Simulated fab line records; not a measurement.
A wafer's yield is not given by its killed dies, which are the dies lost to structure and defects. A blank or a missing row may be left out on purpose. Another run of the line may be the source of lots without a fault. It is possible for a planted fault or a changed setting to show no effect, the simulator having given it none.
What tool caused it? || flow sky130 || 24 lots with 72 wafers sampled at 5 steps, on a route of 708 steps

WHAT EACH GAUGE READ, for each wafer
SKY_LOCAL_INTERCONNECT_OVL_MEAS_12. Usual: LOCAL_INTERCONNECT_OVL typically reads -4 nm, with standard deviation 4.8.
{"lot": "L074", "measured": "day 30 03:49", "on": "overlay-02", "LOCAL_INTERCONNECT_OVL (nm)": "-4 -3 -7", "flag": ""}
{"lot": "L075", "measured": "day 30 10:43", "on": "overlay-01", "LOCAL_INTERCONNECT_OVL (nm)": "-9 -9 -4", "flag": ""}
{"lot": "L076", "measured": "day 30 13:06", "on": "overlay-02", "LOCAL_INTERCONNECT_OVL (nm)": "-9 -4 -4", "flag": ""}
{"lot": "L077", "measured": "day 31 01:34", "on": "overlay-01", "LOCAL_INTERCONNECT_OVL (nm)": "-10 -6 -7", "flag": ""}
{"lot": "L078", "measured": "day 31 08:38", "on": "overlay-01", "LOCAL_INTERCONNECT_OVL (nm)": "3 -1 0", "flag": ""}
{"lot": "L079", "measured": "day 31 22:15", "on": "overlay-02", "LOCAL_INTERCONNECT_OVL (nm)": "-7 -7 -11", "flag": ""}
{"lot": "L080", "measured": "day 32 00:42", "on": "overlay-01", "LOCAL_INTERCONNECT_OVL (nm)": "-2 -6 2", "flag": ""}
{"lot": "L081", "measured": "day 32 09:32", "on": "overlay-02", "LOCAL_INTERCONNECT_OVL (nm)": "-9 -8 -6", "flag": ""}
{"lot": "L082", "measured": "day 32 17:31", "on": "overlay-02", "LOCAL_INTERCONNECT_OVL (nm)": "-11 -8 -10", "flag": ""}
{"lot": "L083", "measured": "day 33 07:55", "on": "overlay-01", "LOCAL_INTERCONNECT_OVL (nm)": "-9 -14 -12", "flag": ""}
{"lot": "L084", "measured": "day 33 16:11", "on": "overlay-01", "LOCAL_INTERCONNECT_OVL (nm)": "2 5 -8", "flag": ""}
{"lot": "L085", "measured": "day 33 17:43", "on": "overlay-01", "LOCAL_INTERCONNECT_OVL (nm)": "-9 -10 -9", "flag": ""}
{"lot": "L086", "measured": "day 34 02:27", "on": "overlay-02", "LOCAL_INTERCONNECT_OVL (nm)": "-1 -6 -2", "flag": ""}
{"lot": "L087", "measured": "day 34 06:10", "on": "overlay-02", "LOCAL_INTERCONNECT_OVL (nm)": "-3 -2 -3", "flag": ""}
{"lot": "L088", "measured": "day 34 16:49", "on": "overlay-01", "LOCAL_INTERCONNECT_OVL (nm)": "-1 -4 -4", "flag": ""}
{"lot": "L089", "measured": "day 35 02:26", "on": "overlay-01", "LOCAL_INTERCONNECT_OVL (nm)": "-1 -6 -8", "flag": ""}
{"lot": "L090", "measured": "day 35 07:46", "on": "overlay-02", "LOCAL_INTERCONNECT_OVL (nm)": "-1 -1 -4", "flag": ""}
{"lot": "L091", "measured": "day 35 17:32", "on": "overlay-01", "LOCAL_INTERCONNECT_OVL (nm)": "-7 -2 -3", "flag": ""}
{"lot": "L092", "measured": "day 36 08:04", "on": "overlay-02", "LOCAL_INTERCONNECT_OVL (nm)": "-2 2 -7", "flag": ""}
{"lot": "L094", "measured": "day 38 00:56", "on": "overlay-01", "LOCAL_INTERCONNECT_OVL (nm)": "-6 -9 -7", "flag": ""}
{"lot": "L097", "measured": "day 38 01:43", "on": "overlay-01", "LOCAL_INTERCONNECT_OVL (nm)": "0 -1 -4", "flag": ""}
{"lot": "L095", "measured": "day 38 02:40", "on": "overlay-02", "LOCAL_INTERCONNECT_OVL (nm)": "-2 -11 -8", "flag": ""}
{"lot": "L093", "measured": "day 38 04:35", "on": "overlay-02", "LOCAL_INTERCONNECT_OVL (nm)": "-4 0 5", "flag": ""}
{"lot": "L096", "measured": "day 38 08:31", "on": "overlay-02", "LOCAL_INTERCONNECT_OVL (nm)": "-5 1 1", "flag": ""}

SKY_METAL3_OVL_MEAS_14. Usual: METAL3_OVL typically reads 0 nm, with standard deviation 5.1.
{"lot": "L074", "measured": "day 38 06:37", "on": "overlay-01", "METAL3_OVL (nm)": "-5 -5 -4", "flag": ""}
{"lot": "L075", "measured": "day 38 13:04", "on": "overlay-02", "METAL3_OVL (nm)": "-1 -2 4", "flag": ""}
{"lot": "L076", "measured": "day 38 17:46", "on": "overlay-01", "METAL3_OVL (nm)": "-12 -10 -1", "flag": ""}
{"lot": "L077", "measured": "day 39 04:50", "on": "overlay-01", "METAL3_OVL (nm)": "-5 0 3", "flag": ""}
{"lot": "L078", "measured": "day 39 09:55", "on": "overlay-01", "METAL3_OVL (nm)": "-5 -7 -1", "flag": ""}
{"lot": "L079", "measured": "day 39 23:46", "on": "overlay-02", "METAL3_OVL (nm)": "-7 -9 -6", "flag": ""}
{"lot": "L080", "measured": "day 40 01:30", "on": "overlay-02", "METAL3_OVL (nm)": "2 4 3", "flag": ""}
{"lot": "L081", "measured": "day 40 10:44", "on": "overlay-01", "METAL3_OVL (nm)": "9 4 6", "flag": ""}
{"lot": "L082", "measured": "day 40 16:19", "on": "overlay-01", "METAL3_OVL (nm)": "3 12 -3", "flag": ""}
{"lot": "L083", "measured": "day 41 06:15", "on": "overlay-01", "METAL3_OVL (nm)": "2 12 7", "flag": ""}
{"lot": "L084", "measured": "day 41 14:55", "on": "overlay-01", "METAL3_OVL (nm)": "-5 3 4", "flag": ""}
{"lot": "L085", "measured": "day 41 16:02", "on": "overlay-02", "METAL3_OVL (nm)": "-2 1 -2", "flag": ""}
{"lot": "L086", "measured": "day 41 21:34", "on": "overlay-01", "METAL3_OVL (nm)": "4 -3 7", "flag": ""}
{"lot": "L087", "measured": "day 42 02:07", "on": "overlay-02", "METAL3_OVL (nm)": "10 3 4", "flag": ""}
{"lot": "L088", "measured": "day 42 11:47", "on": "overlay-02", "METAL3_OVL (nm)": "-4 1 -4", "flag": ""}
{"lot": "L089", "measured": "day 42 19:32", "on": "overlay-02", "METAL3_OVL (nm)": "5 2 7", "flag": ""}
{"lot": "L090", "measured": "day 43 01:50", "on": "overlay-01", "METAL3_OVL (nm)": "1 -1 9", "flag": ""}
{"lot": "L091", "measured": "day 43 07:31", "on": "overlay-01", "METAL3_OVL (nm)": "3 -1 3", "flag": ""}
{"lot": "L092", "measured": "day 43 20:28", "on": "overlay-02", "METAL3_OVL (nm)": "-6 -6 -2", "flag": ""}
{"lot": "L094", "measured": "day 45 07:49", "on": "overlay-01", "METAL3_OVL (nm)": "-5 -10 -9", "flag": ""}
{"lot": "L097", "measured": "day 45 09:36", "on": "overlay-01", "METAL3_OVL (nm)": "-6 -7 -5", "flag": ""}
{"lot": "L095", "measured": "day 45 10:07", "on": "overlay-01", "METAL3_OVL (nm)": "-6 1 -2", "flag": ""}
{"lot": "L093", "measured": "day 45 12:10", "on": "overlay-02", "METAL3_OVL (nm)": "3 -4 0", "flag": ""}
{"lot": "L096", "measured": "day 45 15:49", "on": "overlay-02", "METAL3_OVL (nm)": "2 6 1", "flag": ""}

SKY_CAP2M_OVL_MEAS_12. Usual: CAP2M_OVL typically reads -0.8 nm, with standard deviation 1.5.
{"lot": "L074", "measured": "day 40 11:23", "on": "overlay-02", "CAP2M_OVL (nm)": "-2.2 -2.8 -2.4", "flag": ""}
{"lot": "L075", "measured": "day 40 18:33", "on": "overlay-01", "CAP2M_OVL (nm)": "-0.8 -0.7 -1.4", "flag": ""}
{"lot": "L076", "measured": "day 40 22:50", "on": "overlay-02", "CAP2M_OVL (nm)": "-3.0 -0.2 -0.2", "flag": ""}
{"lot": "L077", "measured": "day 41 10:23", "on": "overlay-01", "CAP2M_OVL (nm)": "1.8 0.9 -0.8", "flag": ""}
{"lot": "L078", "measured": "day 41 13:21", "on": "overlay-02", "CAP2M_OVL (nm)": "-1.3 -1.4 -0.7", "flag": ""}
{"lot": "L079", "measured": "day 42 03:02", "on": "overlay-02", "CAP2M_OVL (nm)": "1.3 0.8 0.8", "flag": ""}
{"lot": "L080", "measured": "day 42 05:27", "on": "overlay-01", "CAP2M_OVL (nm)": "2.6 2.0 1.4", "flag": ""}
{"lot": "L081", "measured": "day 42 13:35", "on": "overlay-02", "CAP2M_OVL (nm)": "0.0 -2.1 1.5", "flag": ""}
{"lot": "L082", "measured": "day 42 18:28", "on": "overlay-01", "CAP2M_OVL (nm)": "-1.5 -3.1 -3.0", "flag": ""}
{"lot": "L083", "measured": "day 43 08:17", "on": "overlay-01", "CAP2M_OVL (nm)": "-0.9 -0.6 -1.5", "flag": ""}
{"lot": "L084", "measured": "day 43 15:57", "on": "overlay-01", "CAP2M_OVL (nm)": "-1.9 -1.2 -1.6", "flag": ""}
{"lot": "L085", "measured": "day 43 18:00", "on": "overlay-01", "CAP2M_OVL (nm)": "1.5 0.6 2.1", "flag": ""}
{"lot": "L086", "measured": "day 43 23:01", "on": "overlay-01", "CAP2M_OVL (nm)": "0.9 -1.2 -0.3", "flag": ""}
{"lot": "L087", "measured": "day 44 01:29", "on": "overlay-02", "CAP2M_OVL (nm)": "-1.7 -1.1 -1.9", "flag": ""}
{"lot": "L088", "measured": "day 44 11:53", "on": "overlay-01", "CAP2M_OVL (nm)": "-2.6 -2.2 -2.5", "flag": ""}
{"lot": "L089", "measured": "day 44 19:08", "on": "overlay-01", "CAP2M_OVL (nm)": "1.6 1.5 1.2", "flag": ""}
{"lot": "L090", "measured": "day 45 01:17", "on": "overlay-01", "CAP2M_OVL (nm)": "-0.6 -3.0 -3.4", "flag": ""}
{"lot": "L091", "measured": "day 45 06:29", "on": "overlay-01", "CAP2M_OVL (nm)": "-0.9 1.3 1.1", "flag": ""}
{"lot": "L092", "measured": "day 45 18:20", "on": "overlay-01", "CAP2M_OVL (nm)": "-1.8 -1.5 -2.8", "flag": ""}
{"lot": "L094", "measured": "day 47 03:13", "on": "overlay-01", "CAP2M_OVL (nm)": "-1.6 -1.9 -1.8", "flag": ""}
{"lot": "L097", "measured": "day 47 05:25", "on": "overlay-01", "CAP2M_OVL (nm)": "0.1 -0.7 0.4", "flag": ""}
{"lot": "L095", "measured": "day 47 05:56", "on": "overlay-01", "CAP2M_OVL (nm)": "-1.4 -3.1 -0.8", "flag": ""}
{"lot": "L093", "measured": "day 47 06:44", "on": "overlay-01", "CAP2M_OVL (nm)": "0.7 -1.6 -0.5", "flag": ""}
{"lot": "L096", "measured": "day 47 11:26", "on": "overlay-02", "CAP2M_OVL (nm)": "-1.9 -2.6 -3.8", "flag": ""}

WHAT TOOL EACH LOT RAN ON (gives the tool, then ch and the chambers of the sampled wafers, and finally the start)
{"lot": "L074", "SKY_LI_CONTACT_CMP_24": "cmp-01 ch 2,3, day 28 22:23", "SKY_METAL2_SPUTTER_04": "pvd-sputter-04, day 33 18:03"}
{"lot": "L075", "SKY_LI_CONTACT_CMP_24": "cmp-01 ch 0,1, day 29 05:18", "SKY_METAL2_SPUTTER_04": "pvd-sputter-04, day 34 01:29"}
{"lot": "L076", "SKY_LI_CONTACT_CMP_24": "cmp-02 ch 1,2,3, day 29 07:54", "SKY_METAL2_SPUTTER_04": "pvd-sputter-03, day 34 04:35"}
{"lot": "L077", "SKY_LI_CONTACT_CMP_24": "cmp-02 ch 1,2, day 29 21:42", "SKY_METAL2_SPUTTER_04": "pvd-sputter-04, day 34 17:14"}
{"lot": "L078", "SKY_LI_CONTACT_CMP_24": "cmp-01 ch 0,1,2, day 30 05:06", "SKY_METAL2_SPUTTER_04": "pvd-sputter-03, day 34 23:22"}
{"lot": "L079", "SKY_LI_CONTACT_CMP_24": "cmp-01 ch 1,2, day 30 19:01", "SKY_METAL2_SPUTTER_04": "pvd-sputter-02, day 35 13:17"}
{"lot": "L080", "SKY_LI_CONTACT_CMP_24": "cmp-02 ch 1,2,3, day 30 20:44", "SKY_METAL2_SPUTTER_04": "pvd-sputter-04, day 35 16:44"}
{"lot": "L081", "SKY_LI_CONTACT_CMP_24": "cmp-01 ch 1,3, day 31 05:40", "SKY_METAL2_SPUTTER_04": "pvd-sputter-04, day 36 00:26"}
{"lot": "L082", "SKY_LI_CONTACT_CMP_24": "cmp-01 ch 1,2,3, day 31 13:56", "SKY_METAL2_SPUTTER_04": "pvd-sputter-03, day 36 06:08"}
{"lot": "L083", "SKY_LI_CONTACT_CMP_24": "cmp-01 ch 0,1,3, day 32 04:12", "SKY_METAL2_SPUTTER_04": "pvd-sputter-03, day 36 21:17"}
{"lot": "L084", "SKY_LI_CONTACT_CMP_24": "cmp-02 ch 0,1,2, day 32 13:01", "SKY_METAL2_SPUTTER_04": "pvd-sputter-04, day 37 06:36"}
{"lot": "L085", "SKY_LI_CONTACT_CMP_24": "cmp-01 ch 2,3, day 32 14:13", "SKY_METAL2_SPUTTER_04": "pvd-sputter-03, day 37 07:59"}
{"lot": "L086", "SKY_LI_CONTACT_CMP_24": "cmp-02 ch 1,2, day 32 22:55", "SKY_METAL2_SPUTTER_04": "pvd-sputter-03, day 37 15:20"}
{"lot": "L087", "SKY_LI_CONTACT_CMP_24": "cmp-02 ch 0,1,2, day 33 03:04", "SKY_METAL2_SPUTTER_04": "pvd-sputter-03, day 37 19:33"}
{"lot": "L088", "SKY_LI_CONTACT_CMP_24": "cmp-01 ch 0,1,3, day 33 13:55", "SKY_METAL2_SPUTTER_04": "pvd-sputter-04, day 38 05:04"}
{"lot": "L089", "SKY_LI_CONTACT_CMP_24": "cmp-01 ch 0,2,3, day 34 00:42", "SKY_METAL2_SPUTTER_04": "pvd-sputter-02, day 38 13:56"}
{"lot": "L090", "SKY_LI_CONTACT_CMP_24": "cmp-02 ch 0,1, day 34 04:18", "SKY_METAL2_SPUTTER_04": "pvd-sputter-04, day 38 20:48"}
{"lot": "L091", "SKY_LI_CONTACT_CMP_24": "cmp-01 ch 1,2,3, day 34 14:47", "SKY_METAL2_SPUTTER_04": "pvd-sputter-02, day 39 05:09"}
{"lot": "L092", "SKY_LI_CONTACT_CMP_24": "cmp-01 ch 1,2,3, day 35 05:05", "SKY_METAL2_SPUTTER_04": "pvd-sputter-03, day 39 17:33"}
{"lot": "L094", "SKY_LI_CONTACT_CMP_24": "cmp-01 ch 0,2, day 36 22:59", "SKY_METAL2_SPUTTER_04": "pvd-sputter-04, day 41 10:28"}
{"lot": "L097", "SKY_LI_CONTACT_CMP_24": "cmp-02 ch 1,2,3, day 36 23:34", "SKY_METAL2_SPUTTER_04": "pvd-sputter-02, day 41 10:48"}
{"lot": "L095", "SKY_LI_CONTACT_CMP_24": "cmp-01 ch 1,2,3, day 37 00:11", "SKY_METAL2_SPUTTER_04": "pvd-sputter-02, day 41 12:19"}
{"lot": "L093", "SKY_LI_CONTACT_CMP_24": "cmp-01 ch 0,1,3, day 37 01:55", "SKY_METAL2_SPUTTER_04": "pvd-sputter-02, day 41 13:45"}
{"lot": "L096", "SKY_LI_CONTACT_CMP_24": "cmp-02 ch 0,2,3, day 37 06:26", "SKY_METAL2_SPUTTER_04": "pvd-sputter-04, day 41 17:07"}
- SKY_LI_CONTACT_CMP_24: polishes, stops on PSG, t overpolish 20 s, target thk 0 nm.
- SKY_METAL2_SPUTTER_04: material TiN, target thk 70 nm, time 58.3 s.

AS READ BY THE TOOLS THEMSELVES (means over the sampled wafers that have a number; for cases with no such wafer, the mark the record gives instead)
SKY_LI_CONTACT_CMP_24. Usual: edge-zone-pressure-frac 0.999, standard deviation 0.0047; motor-current-A 11.1 A, standard deviation 0.68; overpolish-run-s 19.998 s, standard deviation 0.0087; time-to-endpoint-s 99 s, standard deviation 4.2.
{"lot": "L074", "tool": "cmp-01", "edge-zone-pressure-frac": 1.002, "motor-current-A (A)": 11.4, "overpolish-run-s (s)": 20.000, "time-to-endpoint-s (s)": 101, "flag": ""}
{"lot": "L075", "tool": "cmp-01", "edge-zone-pressure-frac": 0.999, "motor-current-A (A)": 11.3, "overpolish-run-s (s)": 19.995, "time-to-endpoint-s (s)": 101, "flag": ""}
{"lot": "L076", "tool": "cmp-02", "edge-zone-pressure-frac": 1.001, "motor-current-A (A)": 10.5, "overpolish-run-s (s)": 20.005, "time-to-endpoint-s (s)": 92, "flag": ""}
{"lot": "L077", "tool": "cmp-02", "edge-zone-pressure-frac": 0.996, "motor-current-A (A)": 11.0, "overpolish-run-s (s)": 19.995, "time-to-endpoint-s (s)": 96, "flag": ""}
{"lot": "L078", "tool": "cmp-01", "edge-zone-pressure-frac": 0.997, "motor-current-A (A)": 11.5, "overpolish-run-s (s)": 19.997, "time-to-endpoint-s (s)": 104, "flag": ""}
{"lot": "L079", "tool": "cmp-01", "edge-zone-pressure-frac": 1.001, "motor-current-A (A)": 11.2, "overpolish-run-s (s)": 19.999, "time-to-endpoint-s (s)": 99, "flag": ""}
{"lot": "L080", "tool": "cmp-02", "edge-zone-pressure-frac": 1.002, "motor-current-A (A)": 10.8, "overpolish-run-s (s)": 19.993, "time-to-endpoint-s (s)": 96, "flag": ""}
{"lot": "L081", "tool": "cmp-01", "edge-zone-pressure-frac": 0.996, "motor-current-A (A)": 11.1, "overpolish-run-s (s)": 19.997, "time-to-endpoint-s (s)": 104, "flag": ""}
{"lot": "L082", "tool": "cmp-01", "edge-zone-pressure-frac": 0.996, "motor-current-A (A)": 10.8, "overpolish-run-s (s)": 20.003, "time-to-endpoint-s (s)": 103, "flag": ""}
{"lot": "L083", "tool": "cmp-01", "edge-zone-pressure-frac": 0.997, "motor-current-A (A)": 11.2, "overpolish-run-s (s)": 19.990, "time-to-endpoint-s (s)": 103, "flag": ""}
{"lot": "L084", "tool": "cmp-02", "edge-zone-pressure-frac": 1.001, "motor-current-A (A)": 11.8, "overpolish-run-s (s)": 20.001, "time-to-endpoint-s (s)": 102, "flag": ""}
{"lot": "L085", "tool": "cmp-01", "edge-zone-pressure-frac": 0.996, "motor-current-A (A)": 11.0, "overpolish-run-s (s)": 20.001, "time-to-endpoint-s (s)": 105, "flag": ""}
{"lot": "L086", "tool": "cmp-02", "edge-zone-pressure-frac": 1.000, "motor-current-A (A)": 10.8, "overpolish-run-s (s)": 19.992, "time-to-endpoint-s (s)": 98, "flag": ""}
{"lot": "L087", "tool": "cmp-02", "edge-zone-pressure-frac": 1.003, "motor-current-A (A)": 11.4, "overpolish-run-s (s)": 19.996, "time-to-endpoint-s (s)": 96, "flag": ""}
{"lot": "L088", "tool": "cmp-01", "edge-zone-pressure-frac": 0.999, "motor-current-A (A)": 11.4, "overpolish-run-s (s)": 19.995, "time-to-endpoint-s (s)": 103, "flag": ""}
{"lot": "L089", "tool": "cmp-01", "edge-zone-pressure-frac": 1.001, "motor-current-A (A)": 11.1, "overpolish-run-s (s)": 19.997, "time-to-endpoint-s (s)": 102, "flag": ""}
{"lot": "L090", "tool": "cmp-02", "edge-zone-pressure-frac": 0.997, "motor-current-A (A)": 11.9, "overpolish-run-s (s)": 19.997, "time-to-endpoint-s (s)": 100, "flag": ""}
{"lot": "L091", "tool": "cmp-01", "edge-zone-pressure-frac": 1.002, "motor-current-A (A)": 11.4, "overpolish-run-s (s)": 19.998, "time-to-endpoint-s (s)": 100, "flag": ""}
{"lot": "L092", "tool": "cmp-01", "edge-zone-pressure-frac": 0.999, "motor-current-A (A)": 11.3, "overpolish-run-s (s)": 19.998, "time-to-endpoint-s (s)": 96, "flag": ""}
{"lot": "L094", "tool": "cmp-01", "edge-zone-pressure-frac": 0.999, "motor-current-A (A)": 11.3, "overpolish-run-s (s)": 19.992, "time-to-endpoint-s (s)": 101, "flag": ""}
{"lot": "L097", "tool": "cmp-02", "edge-zone-pressure-frac": 0.997, "motor-current-A (A)": 10.8, "overpolish-run-s (s)": 19.986, "time-to-endpoint-s (s)": 96, "flag": ""}
{"lot": "L095", "tool": "cmp-01", "edge-zone-pressure-frac": 1.000, "motor-current-A (A)": 11.4, "overpolish-run-s (s)": 19.993, "time-to-endpoint-s (s)": 99, "flag": ""}
{"lot": "L093", "tool": "cmp-01", "edge-zone-pressure-frac": 1.002, "motor-current-A (A)": 11.2, "overpolish-run-s (s)": 19.989, "time-to-endpoint-s (s)": 105, "flag": ""}
{"lot": "L096", "tool": "cmp-02", "edge-zone-pressure-frac": 1.000, "motor-current-A (A)": 10.4, "overpolish-run-s (s)": 20.007, "time-to-endpoint-s (s)": 95, "flag": ""}

SKY_METAL2_SPUTTER_04. Usual: throttle-valve-pct reads 30.2 % (standard deviation 0.68).
{"lot": "L074", "tool": "pvd-sputter-04", "throttle-valve-pct (%)": 30.8, "flag": ""}
{"lot": "L075", "tool": "pvd-sputter-04", "throttle-valve-pct (%)": 31.0, "flag": ""}
{"lot": "L076", "tool": "pvd-sputter-03", "throttle-valve-pct (%)": 29.8, "flag": ""}
{"lot": "L077", "tool": "pvd-sputter-04", "throttle-valve-pct (%)": 30.2, "flag": ""}
{"lot": "L078", "tool": "pvd-sputter-03", "throttle-valve-pct (%)": 29.9, "flag": ""}
{"lot": "L079", "tool": "pvd-sputter-02", "throttle-valve-pct (%)": 29.9, "flag": ""}
{"lot": "L080", "tool": "pvd-sputter-04", "throttle-valve-pct (%)": 30.3, "flag": ""}
{"lot": "L081", "tool": "pvd-sputter-04", "throttle-valve-pct (%)": 30.3, "flag": ""}
{"lot": "L082", "tool": "pvd-sputter-03", "throttle-valve-pct (%)": 30.2, "flag": ""}
{"lot": "L083", "tool": "pvd-sputter-03", "throttle-valve-pct (%)": 29.9, "flag": ""}
{"lot": "L084", "tool": "pvd-sputter-04", "throttle-valve-pct (%)": 30.8, "flag": ""}
{"lot": "L085", "tool": "pvd-sputter-03", "throttle-valve-pct (%)": 29.8, "flag": ""}
{"lot": "L086", "tool": "pvd-sputter-03", "throttle-valve-pct (%)": 29.6, "flag": ""}
{"lot": "L087", "tool": "pvd-sputter-03", "throttle-valve-pct (%)": 29.9, "flag": ""}
{"lot": "L088", "tool": "pvd-sputter-04", "throttle-valve-pct (%)": 30.4, "flag": ""}
{"lot": "L089", "tool": "pvd-sputter-02", "throttle-valve-pct (%)": 30.6, "flag": ""}
{"lot": "L090", "tool": "pvd-sputter-04", "throttle-valve-pct (%)": 30.9, "flag": ""}
{"lot": "L091", "tool": "pvd-sputter-02", "throttle-valve-pct (%)": 30.3, "flag": ""}
{"lot": "L092", "tool": "pvd-sputter-03", "throttle-valve-pct (%)": 29.8, "flag": ""}
{"lot": "L094", "tool": "pvd-sputter-04", "throttle-valve-pct (%)": 30.9, "flag": ""}
{"lot": "L097", "tool": "pvd-sputter-02", "throttle-valve-pct (%)": 29.7, "flag": ""}
{"lot": "L095", "tool": "pvd-sputter-02", "throttle-valve-pct (%)": 30.5, "flag": ""}
{"lot": "L093", "tool": "pvd-sputter-02", "throttle-valve-pct (%)": 29.7, "flag": ""}
{"lot": "L096", "tool": "pvd-sputter-04", "throttle-valve-pct (%)": 30.8, "flag": ""}

THE ANSWER, worked out from the rows above alone
Rule: a lot is off if the mean of its wafers that have a number lies more than 3 standard deviations from the usual mean. Also off: a lot with no number at a reading for which 4 or more lots have one. The other lots that the step has rows for count as sound. Order of review: gauges by route order, followed by the tools' own readings, for which a lot's mean as printed above is used. The first step at which some lot is off is used, and at that step the reading that is off furthest; a lot without a number counts as furthest.
Across all readings shown, no lot is off: no conclusion can be drawn from this.

WHAT HAD BEEN PUT IN BY THE SIMULATOR
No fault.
